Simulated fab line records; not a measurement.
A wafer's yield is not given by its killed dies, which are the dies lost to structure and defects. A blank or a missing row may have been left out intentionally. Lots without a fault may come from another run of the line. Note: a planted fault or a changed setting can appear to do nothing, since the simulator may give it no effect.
Which tool did it? / flow sky130 / at 1 step of a route of 708, 11 lots with 32 wafers sampled

== WHAT THE GAUGES READ, wafer by wafer ==
SKY_NWELL_THK_MEAS_02.
lot=L468; measured=day 2 20:28; on=film_metro-04; NWELL_OXIDATION_THK (nm)=10.24 10.35 10.20
lot=L470; measured=day 2 22:22; on=film_metro-01; NWELL_OXIDATION_THK (nm)=9.89 9.75 9.65
lot=L472; measured=day 3 04:35; on=film_metro-04; NWELL_OXIDATION_THK (nm)=10.17 10.09 10.05
lot=L473; measured=day 3 15:48; on=film_metro-03; NWELL_OXIDATION_THK (nm)=10.27 10.11 10.16
lot=L477; measured=day 4 12:46; on=film_metro-04; NWELL_OXIDATION_THK (nm)=10.02 9.98 9.87
lot=L481; measured=day 5 13:08; on=film_metro-01; NWELL_OXIDATION_THK (nm)=10.01 9.99
lot=L485; measured=day 6 03:53; on=film_metro-04; NWELL_OXIDATION_THK (nm)=9.96 9.84 9.73
lot=L486; measured=day 6 12:09; on=film_metro-01; NWELL_OXIDATION_THK (nm)=9.83 9.97 9.93
lot=L488; measured=day 6 19:05; on=film_metro-01; NWELL_OXIDATION_THK (nm)=9.87 9.88 10.26
lot=L487; measured=day 6 19:06; on=film_metro-04; NWELL_OXIDATION_THK (nm)=9.76 9.87 9.93
lot=L491; measured=day 7 13:52; on=film_metro-04; NWELL_OXIDATION_THK (nm)=9.94 9.98 10.10

== WHICH TOOL RAN EACH LOT (tool, then ch and the chambers of the sampled wafers, then the start) ==
The record holds no process step before these readings.

== THE ANSWER, worked out from the rows above alone ==
Rule: usual is defined by the lots themselves. Put in order of their means at a reading, lots are off if they are a third of the lots or fewer, leave a main group of 4 or more, and stand apart from it by a gap of 3 or more times the standard deviation of the main group's means; of several such gaps the widest counts. If all means in a main group match to the digits the tables above print for the reading, that group is not used. Also off: a lot with no number at a reading for which 4 or more lots have one. Where the step has rows for the other lots, those lots are counted as sound.
No lot is off at any reading shown: from this, nothing can be told.

== WHAT THE SIMULATOR HAD INSERTED ==
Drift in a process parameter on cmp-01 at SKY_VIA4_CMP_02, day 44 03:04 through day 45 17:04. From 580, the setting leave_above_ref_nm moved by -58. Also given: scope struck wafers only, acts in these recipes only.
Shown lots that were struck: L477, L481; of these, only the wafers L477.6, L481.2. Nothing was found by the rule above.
